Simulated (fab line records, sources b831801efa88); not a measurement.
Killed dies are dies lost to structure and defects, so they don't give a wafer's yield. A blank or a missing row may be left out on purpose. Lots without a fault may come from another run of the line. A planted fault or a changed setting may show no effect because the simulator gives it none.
A struck lot beside a sound one | flow sky130 | 26 steps out of a route of 708
Sound: wafers L570.3, L570.4, L570.5. Struck: wafers L571.2, L571.4, L571.5. The cause comes at the end.
At each step with rows: each side's tool, then ch and its chambers, then its first start. Under that, the readings that differ: sound wafers | struck wafers | difference of the means | sigmas: that difference in standard deviations of wafers without a fault.
alike: readings whose means differ by less than 2 such deviations, and words and numbers that are the same on both sides. not compared: withheld readings, readings that some wafer has no value for, bounds like >300 that may hide the same value, and numbers for which the record gives no deviation and whose values overlap.
The two part at a step that has a row with sigmas, a row that says differs or no value, or rows on one side only. Numbers that don't overlap but have no deviation are shown without sigmas and don't part them. A reading that every wafer of one side lacks parts them only if that side has two wafers or more.

first, 1 step without rows for these wafers: SKY_VT_ADJUST_HVTP_IMPLANT_09.
SKY_VT_ADJUST_HVTP_STRIP_10: strips in O2/N2.
  sound on plasma_asher-01 ch 0,1, day 6 16:16; struck on plasma_asher-03 ch 0,1, day 7 13:24
  alike: chamber_pressure_mTorr, drypump_motor_current_A, oes_product_au, strip_time_to_endpoint_s
  not compared: rf_hours_counter_h
SKY_VT_ADJUST_HVTP_TW_MEAS_11:
  sound on film_metro-02, day 6 16:22; struck on film_metro-03, day 7 13:31
  alike: VT_ADJUST_HVTP_TW
then, 7 steps without rows for these wafers: SKY_VT_ADJUST_LVTN_DEHYDRATE_00 (time 60 s); SKY_VT_ADJUST_LVTN_HMDS_01 (prime time 60 s); SKY_VT_ADJUST_LVTN_COAT_02 (resist thk 3000 nm); SKY_VT_ADJUST_LVTN_SOFTBAKE_03; SKY_VT_ADJUST_LVTN_EXPOSE_04 (exposes mask NWM COMPLEMENT LESS NATIVE, target cd 840 nm); SKY_VT_ADJUST_LVTN_PEB_05; SKY_VT_ADJUST_LVTN_DEVELOP_06 (develop time 60 s).
SKY_VT_ADJUST_LVTN_OVL_MEAS_07:
  sound on overlay-02, day 7 11:25; struck on overlay-01, day 8 09:28
  alike: VT_ADJUST_LVTN_OVL
then, 1 step without rows for these wafers: SKY_VT_ADJUST_LVTN_IMPLANT_08.
SKY_VT_ADJUST_LVTN_STRIP_09: strips in O2/N2.
  sound on plasma_asher-04 ch 0,1, day 7 11:38; struck on plasma_asher-02 ch 0,1, day 8 09:39
  no value came back on the struck wafers for any of 5 readings (chamber_pressure_mTorr (mTorr), drypump_motor_current_A (A) and others); on the sound wafers chamber_pressure_mTorr (mTorr) reads 1498.5 1501.1 1497.8
  reading                                          | sound | struck         | difference | sigmas
  model.coat_of_VT_ADJUST_LVTN_COAT_02.thk_nm (nm) | 0 0 0 | 2987 2987 2987 | +2987      |
  not compared: rf_hours_counter_h
SKY_VT_ADJUST_LVTN_TW_MEAS_10:
  sound on film_metro-04, day 7 11:43; struck on film_metro-01, day 8 09:46
  reading           | sound       | struck      | difference | sigmas
  VT_ADJUST_LVTN_TW | 245 245 244 | 236 238 238 | -7         | -2
then, 7 steps without rows for these wafers: SKY_VT_ADJUST_LVTN_DEHYDRATE_11 (time 60 s); SKY_VT_ADJUST_LVTN_HMDS_12 (prime time 60 s); SKY_VT_ADJUST_LVTN_COAT_13 (resist thk 1140 nm); SKY_VT_ADJUST_LVTN_SOFTBAKE_14 (time 60 s); SKY_VT_ADJUST_LVTN_EXPOSE_15 (exposes mask HVN STD DERIVED, target cd 600 nm); SKY_VT_ADJUST_LVTN_PEB_16; SKY_VT_ADJUST_LVTN_DEVELOP_17 (develop time 60 s).
SKY_VT_ADJUST_LVTN_OVL_MEAS_18:
  sound on overlay-01, day 8 07:28; struck on overlay-01, day 9 07:04
  alike: VT_ADJUST_LVTN_01_OVL
then, 1 step without rows for these wafers: SKY_VT_ADJUST_LVTN_IMPLANT_19.
SKY_VT_ADJUST_LVTN_STRIP_20: strips in O2/N2.
  sound on plasma_asher-04 ch 0,1, day 8 07:50; struck on plasma_asher-01 ch 0,1, day 9 07:15
  reading                      | sound             | struck            | difference | sigmas
  oes_product_au (a.u.)        | 0.718 0.714 0.719 | 0.727 0.736 0.725 | +0.012     | +3
  strip_time_to_endpoint_s (s) | 14.13 14.20 14.16 | 58.63 58.59 58.59 | +44.44     | +99 or more
  alike: chamber_pressure_mTorr, drypump_motor_current_A
  not compared: rf_hours_counter_h
SKY_VT_ADJUST_LVTN_TW_MEAS_21:
  sound on film_metro-03, day 8 07:55; struck on film_metro-03, day 9 07:22
  reading             | sound             | struck         | difference | sigmas
  VT_ADJUST_LVTN_2_TW | 185.3 185.4 186.9 | 29.8 29.9 29.8 | -156.0     | -74
then, 1 step without rows for these wafers: SKY_VT_ADJUST_NCORE_DEHYDRATE_00 (time 60 s).

WHERE THEY PART
First at SKY_VT_ADJUST_LVTN_STRIP_09; last, within this record, at SKY_VT_ADJUST_LVTN_TW_MEAS_21.

WHY: what the simulator had put in
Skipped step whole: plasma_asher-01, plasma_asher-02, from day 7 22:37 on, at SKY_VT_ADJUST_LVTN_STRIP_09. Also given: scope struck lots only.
